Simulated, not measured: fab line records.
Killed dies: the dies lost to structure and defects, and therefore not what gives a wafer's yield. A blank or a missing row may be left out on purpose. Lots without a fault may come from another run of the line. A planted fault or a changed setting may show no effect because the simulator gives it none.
Struck lot and sound lot, side by side ; flow sky130 ; 15 out of 708 route steps
Sound: the wafers L758.3, L758.5, L758.6. Wafers L762.2, L762.4, L762.5 were the ones struck. The cause is named last.
Per side, at each step with rows, come the tool, then ch with its chambers, and then its first start. Under that, the readings that differ: sound wafers ; struck wafers ; difference of the means ; sigmas: that difference in standard deviations of wafers without a fault.
alike: a reading whose means differ by less than 2 such deviations, as well as words and numbers matching on both sides. not compared: withheld readings; readings where some wafer has no value; bounds like >300 that might hide an equal value; numbers whose values overlap and for which the record gives no deviation.
A row with sigmas, a row that says differs or no value, or rows on one side alone: a step with any of these is where the two part. Numbers that have no deviation but don't overlap get no sigmas and don't part them. A reading that every wafer of one side lacks parts them only if that side has two wafers or more.

first, 7 steps without rows for these wafers: SKY_POLY_GATE_HMDS_06 (prime time 60 s); SKY_POLY_GATE_COAT_07 (resist thk 110 nm); SKY_POLY_GATE_COAT_08 (resist thk 450 nm); SKY_POLY_GATE_SOFTBAKE_09 (time 90 s); SKY_POLY_GATE_EXPOSE_10 (exposes mask P1M, target cd 150 nm); SKY_POLY_GATE_PEB_11; SKY_POLY_GATE_DEVELOP_12 (develop time 60 s).
SKY_POLY_GATE_CD_MEAS_13 targets a cd of 150 nm.
  sound on cd sem-01 at day 16 18:11; struck on cd sem-01 at day 18 02:01
  alike: cd nm
SKY_POLY_GATE_OVL_MEAS_14:
  sound on overlay-01 at day 16 18:16; struck on overlay-01 at day 18 02:07
  alike: POLY_GATE_OVL
SKY_POLY_GATE_ETCH_15: etches BARC in N2/H2, stops on SiO2, time 118.5 s, target depth 110 nm.
  sound on rie diel-02 ch 1,2,3, day 16 18:18; struck on rie diel-02 ch 0,2, day 18 02:09
  alike: drypump motor current A, oes product au, rf fwd power W, throttle valve pct
  not compared: rf hours counter h
SKY_POLY_GATE_ETCH_16: etches Si3N4 in CH3F/O2, stops on poly-Si, time 147.5 s, target depth 75 nm.
  sound on rie diel-02 ch 1,2,3, day 16 18:23; struck on rie diel-02 ch 0,2, day 18 02:14
  alike: O2_flow_sccm, drypump motor current A, oes product au, rf fwd power W, throttle valve pct
  not compared: rf hours counter h
SKY_POLY_GATE_ETCH_17: etches poly-Si in HBr/Cl2, stops on SiO2, target depth 180 nm, time 70.5 s.
  sound on rie si-01 ch 2,3, day 16 18:29; struck on rie si-01 ch 0,1,2, day 18 02:20
  alike: drypump motor current A, he backside leak sccm, oes product au, rf fwd power W, throttle valve pct
  not compared: rf hours counter h
SKY_POLY_GATE_STRIP_18: strips in O2/N2.
  sound on plasma asher-02 ch 0,1, day 16 18:34; struck on plasma asher-04 ch 0,1, day 18 02:23
reading;sound;struck;difference;sigmas
drypump motor current A (A);6.1 6.6 6.1;4.7 4.7 5.4;-1.3;-2
n2 flow sccm (sccm);299.4 300.8 298.3;239.5 239.8 239.7;-59.8;-69
  alike: oes product au, strip time to endpoint s
  not compared: rf hours counter h
then, 1 step without rows for these wafers: SKY_POLY_GATE_CLEAN_19 (cleans in SC1/SC2, time 150 s).
-- the record jumps here: 29 days lie between the struck wafers' starts before and after (it left off in module POLY_GATE and takes up again in module PAD_OPEN, whose first step shown is number 708 of the route) --
SKY_PAD_OPEN_PROBE_99:
  sound on prober-01 at day 46 04:54; struck on prober-01 at day 47 02:50
  alike: killed_at_M0_to_M3, killed_at_M4_up, killed at contacts, killed at front end, killed at other, killed dies, killed open, killed short

WHERE THEY PART
SKY_POLY_GATE_STRIP_18 only, going by this record. Later steps at which nothing parts them and some readings are alike: SKY_PAD_OPEN_PROBE_99.

WHY: what the simulator had put in
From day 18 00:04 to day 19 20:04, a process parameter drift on plasma asher-04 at SKY_POLY_GATE_STRIP_18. From 300, the setting n2 flow sccm moved by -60. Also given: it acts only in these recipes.
